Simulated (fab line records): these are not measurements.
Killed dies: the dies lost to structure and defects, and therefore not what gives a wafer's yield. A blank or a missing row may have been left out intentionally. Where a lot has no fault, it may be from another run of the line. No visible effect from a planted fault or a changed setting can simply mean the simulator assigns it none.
One fault seen from 2 desks	flow gf180mcu	only its own numbers are on each desk; what lay behind them is given at the end

== AT THE TOOL OWNER'S DESK: implanter-02 ==
For each lot that ran on this tool, the mean over its sampled wafers that have a number, from the tool's own readings at GF_MVPSD_IMPLANT_08. Any lot whose mean is over 4 standard deviations away from the usual mean is out of limits and marked OUT; that distance is given in the brackets.
Columns: A = beamEnergyKeV at GF_MVPSD_IMPLANT_08, usual 169.99; B = tiltDeg at GF_MVPSD_IMPLANT_08, usual 0.002 degrees
lot	first seen here	A	B
L570	day 5 08:08	169.99	-0.001
L578	day 7 05:08	176.92 (+99 or more) OUT	-0.000
L579	day 7 11:29	176.92 (+99 or more) OUT	-0.034
This desk finds L578, L579 out of limits, L578 being first, at day 7 05:08 (beamEnergyKeV at GF_MVPSD_IMPLANT_08). Within limits: L570.

== THE METROLOGY DESK ==
Means of the sampled wafers that have a number, per lot and without regard to the tool the lot ran on: this is what the gauges read. Any lot whose mean is over 4 standard deviations away from the usual mean is out of limits and marked OUT; that distance is given in the brackets.
Columns: A = cdNm at GF_M1_CD_MEAS_14, usual 230.0 nm
lot	first seen here	A
L569	day 17 11:15	229.9
L570	day 17 19:15	229.6
L578	day 20 09:44	232.2
L579	day 20 16:39	230.8
L582	day 22 03:57	227.5
L583	day 22 08:52	229.6
L585	day 22 21:23	228.3
L586	day 23 06:54	232.1
L587	day 23 15:44	231.1
L588	day 23 23:46	228.5
L590	day 24 14:06	228.2
L592	day 25 01:34	227.7
Finding of this desk: none of the 12 lots has anything out of limits.

== PUT TOGETHER ==
An alarm could have come from the tool owner's desk at day 7 05:08, on L578, L579.
From the metrology desk's view, nothing was out of limits.
The metrology desk has L578, L579 on record, within its limits.
Every lot named ran GF_MVPSD_IMPLANT_08 on implanter-02.

== WHAT HAD BEEN PUT IN BY THE SIMULATOR ==
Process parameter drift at GF_MVPSD_IMPLANT_08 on implanter-02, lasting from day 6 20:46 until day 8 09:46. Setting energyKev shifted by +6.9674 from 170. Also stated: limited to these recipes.
Shown lots that were struck: L578, L579.
Time in hours from fault onset to the first out-of-limits reading at each desk: the tool owner's desk, 8.
